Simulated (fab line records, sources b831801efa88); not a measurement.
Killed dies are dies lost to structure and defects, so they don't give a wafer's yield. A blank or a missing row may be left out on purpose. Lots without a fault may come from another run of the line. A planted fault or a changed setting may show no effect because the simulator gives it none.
fab line records | flow sky130
record lots=5 wafers=15 last_day=50
route steps=708 shown GATE_OXIDE@191 POLY_GATE@204 PAD_OPEN@708
lots that met no fault: from a run of the same line without faults
start_h: hours from the record's first day to the start of the lot's first wafer shown | wait_h: hours since the lot's step before | " the same as in the row above | L1.1+2: a row that stands for several wafers | - no value, or no start given | * or withheld: withheld | < > ~ a bound
route shown NAME@n: a module of which the file shows steps, and the number in the route of the first | usual: mean/standard deviation of fault-free wafers | same: alike in all rows | chamber/n: place in a boat | sites: the reading at each site | _std_site: their standard deviation | _edge_site: outer sites' mean less inner sites' | radius_mm: how far each site lies from the wafer's centre | mask NAME#n: copy n | behind: the tool/chamber that last shaped the wafer | hold: why the lot was held/for how many hours/how that ended | device: the transistor (n, p or np) that didn't switch | end of line: the same wafers' tests at the end of the route | a step without rows: its recipe alone | killed: dies lost to structure and defects at the first sort, not the wafer's yield | map: a wafer's dies, x killed, . not, _ none there
set.NAME: the setting as run; set.NAME@STEP: as run at that earlier step | model.NAME: the simulator's own value behind a step, which no gauge read
lots at some steps of the route; a table a step, a row a wafer
services: from which hour (start_h, from the record's first day; less than 0 if before it) a tool's chamber was out of use, for how many hours, and why
## steps
# step SKY_GATE_OXIDE_HMDS_04
# recipe prime_time_s=60 prime_temp_c=120
# step SKY_GATE_OXIDE_COAT_05
# recipe resist=NOVOLAK spin_rpm=3000 resist_thk_nm=1117
# step SKY_GATE_OXIDE_SOFTBAKE_06
# recipe temp_c=90 time_s=60 resist=NOVOLAK
# step SKY_GATE_OXIDE_EXPOSE_07
# recipe mask_id=LVOM na=0.6 source_shape=conventional sigma_outer=0.6 polarization=unpolarized target_cd_nm=600 dose_mj=170
# step SKY_GATE_OXIDE_PEB_08
# recipe temp_c=withheld time_s=* resist=NOVOLAK
# step SKY_GATE_OXIDE_DEVELOP_09
# recipe resist=NOVOLAK developer=TMAH develop_time_s=60 dev_temp_c=23
# step SKY_GATE_OXIDE_OVL_MEAS_10
# usual GATE_OXIDE_OVL=-0.5/1.3
# columns lot.wafer tool chamber start_h wait_h GATE_OXIDE_OVL[nm]
L226.1 overlay-01 - 370.48 0.1 0.6
L226.2 " - " " 1.3
L226.5 " - " " 0.0
L237.2 overlay-01 - 432.35 0.1 -1.9
L237.4 " - " " -2.3
L237.5 " - " " -0.6
L240.1 overlay-02 - 478.93 0.1 -3.2
L240.2 " - " " -1.7
L240.5 " - " " -1.9
L242.2 overlay-02 - 492.18 0.1 -0.7
L242.3 " - " " -0.1
L242.5 " - " " 0.8
L245.1 overlay-02 - 503.90 0.1 -1.2
L245.4 " - " " -1.9
L245.6 " - " " -0.3
# step SKY_GATE_OXIDE_IMPLANT_11
# recipe species=B energy_kev=10 dose_cm2=2.6e+12 tilt_deg=withheld
# step SKY_GATE_OXIDE_WET_ETCH_12
# recipe chemistry=dHF target_depth_nm=16.8 dry=n2_spin target=SiO2 dilution=100:1 temp_c=25 time_s=336
# step SKY_GATE_OXIDE_STRIP_13
# recipe chemistry=O2/N2 power_w=1400 pressure_mtorr=1500 platen_temp_c=withheld o2_flow_sccm=3000 n2_flow_sccm=300 overash_fraction=0.5
# usual chamber_pressure_mTorr=1500.0/1.3 drypump_motor_current_A=5.7/0.54 oes_product_au=0.715/0.0042 strip_time_to_endpoint_s=13.90/0.035
# columns lot.wafer tool chamber start_h wait_h chamber_pressure_mTorr drypump_motor_current_A oes_product_au rf_hours_counter_h strip_time_to_endpoint_s
L226.1 plasma_asher-02 0 370.77 0.0 1501.1 5.1 0.713 69 13.98
L226.2 " 1 " " 1501.3 5.9 0.712 69 13.94
L226.5 " 0 " " 1500.4 5.1 0.712 - 13.99
L237.2 plasma_asher-03 1 432.64 0.0 1500.0 5.8 0.721 62 13.89
L237.4 " 1 " " 1499.5 5.8 0.720 - 13.90
L237.5 " 1 " " 1500.2 5.8 0.719 - 13.92
L240.1 plasma_asher-03 1 479.22 0.0 1502.0 5.8 0.708 66 13.96
L240.2 " 0 " " 1500.7 6.2 0.716 66 13.91
L240.5 " 0 " " 1499.2 6.2 0.724 - 13.90
L242.2 plasma_asher-04 0 492.47 0.0 1498.8 6.3 0.714 37 13.95
L242.3 " 0 " " 1503.4 6.3 0.720 - 13.91
L242.5 " 1 " " 1499.3 4.8 0.719 - 13.90
L245.1 plasma_asher-02 1 504.19 0.0 1500.1 5.8 0.713 82 13.94
L245.4 " 1 " " 1499.3 5.8 0.713 - 13.88
L245.6 " 1 " " 1500.4 5.9 0.713 - 13.90
# step SKY_GATE_OXIDE_TW_MEAS_14
# usual GATE_OXIDE_TW=225.0/1.6
# columns lot.wafer tool chamber start_h wait_h GATE_OXIDE_TW
L226.1 film_metro-03 - 370.87 0.1 225.8
L226.2 " - " " 227.7
L226.5 " - " " 226.6
L237.2 film_metro-03 - 432.75 0.1 224.8
L237.4 " - " " 224.4
L237.5 " - " " 224.5
L240.1 film_metro-03 - 479.32 0.1 223.6
L240.2 " - " " 223.7
L240.5 " - " " 223.8
L242.2 film_metro-03 - 492.58 0.1 223.9
L242.3 " - " " 223.0
L242.5 " - " " 224.6
L245.1 film_metro-02 - 504.29 0.1 223.1
L245.4 " - " " 223.6
L245.6 " - " " 223.4
# step SKY_GATE_OXIDE_CLEAN_15
# recipe chemistry=SC1/SC2 mix=1:4:20 temp_c=70 time_s=150 dry=n2_spin
# step SKY_GATE_OXIDE_OXIDATION_16
# recipe temp_c=800 ambient=O2 idle_temp_c=700 ramp_up_c_per_min=10 ramp_down_c_per_min=3 stabilise_s=600 purge_s=300 target_thk_a=35.7 ox_time_s=1915
# usual ramp_down_c_per_min=2.9999/0.00057 spike_tc_lower_C=799.9/1.2
# columns lot.wafer tool chamber start_h wait_h ramp_down_c_per_min spike_tc_lower_C model.SiO2_of_GATE_OXIDE_OXIDATION_01.thk_nm
L226.1 furnace-02 0 373.94 3.0 3.0006 799.9 11.63
L226.2 " 0 " " 2.9998 798.7 11.68
L226.5 " 0 " " 3.0005 799.4 11.68
L237.2 furnace-02 0 433.13 0.3 2.9994 800.2 12.14
L237.4 " 0 " " 3.0007 797.7 12.21
L237.5 " 0 " " 3.0012 798.0 12.05
L240.1 furnace-01 0 479.43 0.0 3.0002 802.0 11.35
L240.2 " 0 " " 3.0001 800.4 11.56
L240.5 " 0 " " 2.9993 799.8 11.45
L242.2 furnace-01 0 492.68 0.0 2.9998 800.5 11.63
L242.3 " 0 " " 3.0000 799.1 11.48
L242.5 " 0 " " 2.9998 802.4 11.61
L245.1 furnace-01 0 504.41 0.0 3.0003 802.0 11.6
L245.4 " 0 " " 2.9993 802.2 11.52
L245.6 " 0 " " 3.0004 799.9 11.78
# step SKY_POLY_GATE_CVD_00
# recipe material=poly-Si target_thk_nm=180 temp_c=620 time_s=720 pressure_mtorr=200
# step SKY_PAD_OPEN_PROBE_99
# usual killed_at_M0_to_M3=43/7.4 killed_at_M4_up=3.1/1.8 killed_at_contacts=26/5.6 killed_at_front_end=15/4.9 killed_at_other=0.2/0.44 killed_dies=87/10 killed_open=48/7.6 killed_short=39/6.2
# same gross_dies=492 killed_at_back_side=0
# columns lot.wafer tool chamber start_h wait_h killed_at_M0_to_M3 killed_at_M4_up killed_at_contacts killed_at_front_end killed_at_other killed_dies killed_open killed_short model.etest.pfet_01v8.r_on_ohm_um model.etest.nfet_01v8.r_on_ohm_um model.etest.nfet_01v8_lvt.drive_ua_um model.etest.nfet_01v8_swapped.drive_ua_um model.etest.nfet_01v8.drive_ua_um model.etest.nfet_01v8_turned.drive_ua_um model.etest.sram_nfet_pass.drive_ua_um model.etest.nfet_g5v0d10v5.drive_ua_um
L226.1 prober-02 - 1121.06 0.1 44 2 28 14 0 88 47 39 2886 837.2 578.2 504.9 501.7 509.7 492.2 606.7
L226.2 prober-02 - 1121.11 0.1 42 2 21 11 0 76 33 43 2893 839.8 572.9 505 507 501.9 485 604.3
L226.5 prober-02 - 1121.26 0.2 46 1 27 10 0 84 45 39 2850 838.3 573.5 503.1 502.9 503 487.7 608.9
L237.2 prober-02 - 1161.02 0.1 33 2 34 12 0 81 44 37 3019 898.3 510.4 439.6 446.3 446.1 420.4 577.2
L237.4 prober-02 - 1161.12 0.2 45 3 23 14 0 85 50 35 3053 920.3 508.9 441.5 440.9 437.8 428.4 578.6
L237.5 prober-02 - 1161.17 0.2 45 1 26 25 1 98 55 41 2988 898.1 513.2 449.1 445.1 447.2 435 581.3
L240.1 prober-01 - 1184.10 0.1 47 1 31 13 0 92 45 46 3013 853.1 560.6 493.9 496.5 490.5 468.2 616.9
L240.2 prober-01 - 1184.15 0.1 56 2 28 13 1 100 54 46 2948 861 556.9 494.5 489.1 489 476.4 608.4
L240.5 prober-01 - 1184.30 0.2 52 1 25 14 0 92 45 46 2894 854.2 563.1 493.5 501.1 492.9 485.5 607.1
L242.2 prober-02 - 1192.74 0.1 37 2 23 16 0 78 41 37 2997 851.4 560.8 490.1 492.2 492.3 469.1 604.3
L242.3 prober-02 - 1192.79 0.2 42 3 35 17 0 97 52 45 2896 834.3 573.9 498.6 502.3 498.9 486 614.2
L242.5 prober-02 - 1192.89 0.2 32 5 29 14 0 80 43 36 2937 847.8 566.9 497.6 495.9 498.7 473.1 603.6
L245.1 prober-01 - 1201.60 0.1 39 2 31 12 0 84 47 37 2922 840.9 568.3 497.6 501.6 498.8 485.2 609.8
L245.4 prober-01 - 1201.75 0.2 42 2 26 11 0 81 45 36 2904 841.3 565.1 494.3 492.6 491 479.7 615
L245.6 prober-01 - 1201.85 0.2 58 1 26 17 0 102 57 44 2916 842.4 574.5 503.9 502.8 503.1 480.2 596.1
# killed by level:class
L226.1 CONTACT:geometric_particle:open=14 VIA1:geometric_particle:open=9 CONTACT:geometric_particle:short=8 VIA2:geometric_particle:open=7 METAL2:geometric_particle:short=6 FIELD_ISO:geometric_particle:short=5 VIA1:geometric_particle:short=5 METAL1:geometric_particle:short=4
L226.2 VIA1:geometric_particle:open=8 LI_CONTACT:geometric_particle:open=7 METAL1:geometric_particle:short=6 LOCAL_INTERCONNECT:geometric_particle:short=5 METAL3:geometric_particle:short=5 VIA1:geometric_particle:short=4 VIA2:geometric_particle:open=4 FIELD_ISO:geometric_particle:short=3
L226.5 CONTACT:geometric_particle:open=11 VIA1:geometric_particle:open=10 LI_CONTACT:geometric_particle:open=7 VIA3:geometric_particle:open=6 METAL1:geometric_particle:short=6 METAL2:geometric_particle:short=6 LOCAL_INTERCONNECT:geometric_particle:short=5 CONTACT:geometric_particle:short=4
L237.2 VIA1:geometric_particle:open=9 LOCAL_INTERCONNECT:geometric_particle:short=8 LI_CONTACT:geometric_particle:open=7 VIA3:geometric_particle:open=7 CONTACT:geometric_particle:open=7 POLY_GATE:geometric_particle:short=5 LI_CONTACT:geometric_particle:short=5 VIA1:geometric_particle:short=5
L237.4 VIA1:geometric_particle:open=14 CONTACT:geometric_particle:open=11 VIA2:geometric_particle:open=9 FIELD_ISO:geometric_particle:short=5 LI_CONTACT:geometric_particle:open=4 VIA1:geometric_particle:short=4 CONTACT:geometric_particle:short=4 METAL3:geometric_particle:short=4
L237.5 VIA1:geometric_particle:open=17 POLY_GATE:geometric_particle:short=8 CONTACT:geometric_particle:short=8 VIA3:geometric_particle:open=8 CONTACT:geometric_particle:open=6 POLY_GATE:geometric_particle:open=6 LI_CONTACT:geometric_particle:open=6 FIELD_ISO:geometric_particle:open=4
L240.1 VIA1:geometric_particle:open=10 VIA1:geometric_particle:short=8 LOCAL_INTERCONNECT:geometric_particle:short=7 CONTACT:geometric_particle:open=7 VIA2:geometric_particle:open=7 CONTACT:geometric_particle:short=6 VIA3:geometric_particle:open=6 FIELD_ISO:geometric_particle:open=5
L240.2 VIA1:geometric_particle:open=13 CONTACT:geometric_particle:short=12 VIA2:geometric_particle:open=12 CONTACT:geometric_particle:open=8 VIA3:geometric_particle:open=7 METAL2:geometric_particle:short=6 METAL1:geometric_particle:short=6 FIELD_ISO:geometric_particle:open=5
L240.5 VIA1:geometric_particle:open=11 CONTACT:geometric_particle:open=7 METAL2:geometric_particle:short=7 VIA3:geometric_particle:open=7 VIA1:geometric_particle:short=6 METAL3:geometric_particle:short=5 LI_CONTACT:geometric_particle:short=5 FIELD_ISO:geometric_particle:short=4
L242.2 VIA1:geometric_particle:open=8 LI_CONTACT:geometric_particle:open=7 LOCAL_INTERCONNECT:geometric_particle:short=7 VIA3:geometric_particle:open=6 VIA1:geometric_particle:short=5 FIELD_ISO:geometric_particle:open=4 POLY_GATE:geometric_particle:open=4 VIA2:geometric_particle:open=4
L242.3 CONTACT:geometric_particle:short=12 LI_CONTACT:geometric_particle:open=9 CONTACT:geometric_particle:open=8 VIA1:geometric_particle:open=8 VIA2:geometric_particle:open=7 FIELD_ISO:geometric_particle:open=6 METAL1:geometric_particle:short=6 VIA3:geometric_particle:open=5
L242.5 CONTACT:geometric_particle:open=10 LI_CONTACT:geometric_particle:open=8 VIA3:geometric_particle:open=7 METAL1:geometric_particle:short=6 METAL2:geometric_particle:short=6 POLY_GATE:geometric_particle:short=5 CONTACT:geometric_particle:short=5 POLY_GATE:geometric_particle:open=4
L245.1 CONTACT:geometric_particle:open=9 VIA1:geometric_particle:open=8 METAL2:geometric_particle:short=6 LOCAL_INTERCONNECT:geometric_particle:short=6 VIA3:geometric_particle:open=6 FIELD_ISO:geometric_particle:open=5 CONTACT:geometric_particle:short=5 FIELD_ISO:geometric_particle:short=4
L245.4 VIA1:geometric_particle:open=12 LI_CONTACT:geometric_particle:open=9 CONTACT:geometric_particle:open=7 VIA3:geometric_particle:open=7 CONTACT:geometric_particle:short=6 METAL1:geometric_particle:short=6 POLY_GATE:geometric_particle:open=4 VIA1:geometric_particle:short=4
L245.6 VIA1:geometric_particle:open=19 CONTACT:geometric_particle:open=9 METAL2:geometric_particle:short=8 FIELD_ISO:geometric_particle:open=6 LI_CONTACT:geometric_particle:open=6 VIA2:geometric_particle:open=6 LOCAL_INTERCONNECT:geometric_particle:short=5 METAL1:geometric_particle:short=5
## services
# columns tool chamber start_h hours kind
furnace-01 - 355.71 16.6 pm
plasma_asher-04 - 361.69 1.4 repair
furnace-02 - 376.82 3.7 pm
furnace-01 - 382.18 2.6 pm
plasma_asher-03 - 417.98 2.8 pm
furnace-02 - 436.28 2.9 pm
plasma_asher-04 - 437.83 0.3 repair
furnace-01 - 460.34 4.6 pm
plasma_asher-02 - 471.75 1.2 repair
furnace-01 - 495.99 8.4 repair
## key
first_sign none at tools or gauges
model_effect step=SKY_GATE_OXIDE_OXIDATION_16 value=SiO2_of_GATE_OXIDE_OXIDATION_01.thk_nm without=11.81 struck=12.13
model_effect step=SKY_PAD_OPEN_PROBE_99 value=etest.pfet_01v8.r_on_ohm_um without=2898 struck=3020
met_at SKY_GATE_OXIDE_OXIDATION_16
struck_wafers L237.2,L237.4,L237.5
tester_left_out L237
onset_between 373.94 433.13
fault kind=process_parameter_drift tool=furnace-02 chamber=- onset_h=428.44 steps=SKY_GATE_OXIDE_OXIDATION_16 channel=ox_time_s offset=* shape=step end_h=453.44 acts_in=* stated=*
# tester_left_out: of these lots the tester's yield and bins aren't shown, on N5 and GAA mostly nor the transistor test; their killed dies are dies lost to structure and defects alone, not to doping, threshold or leakage, so they don't give the yield
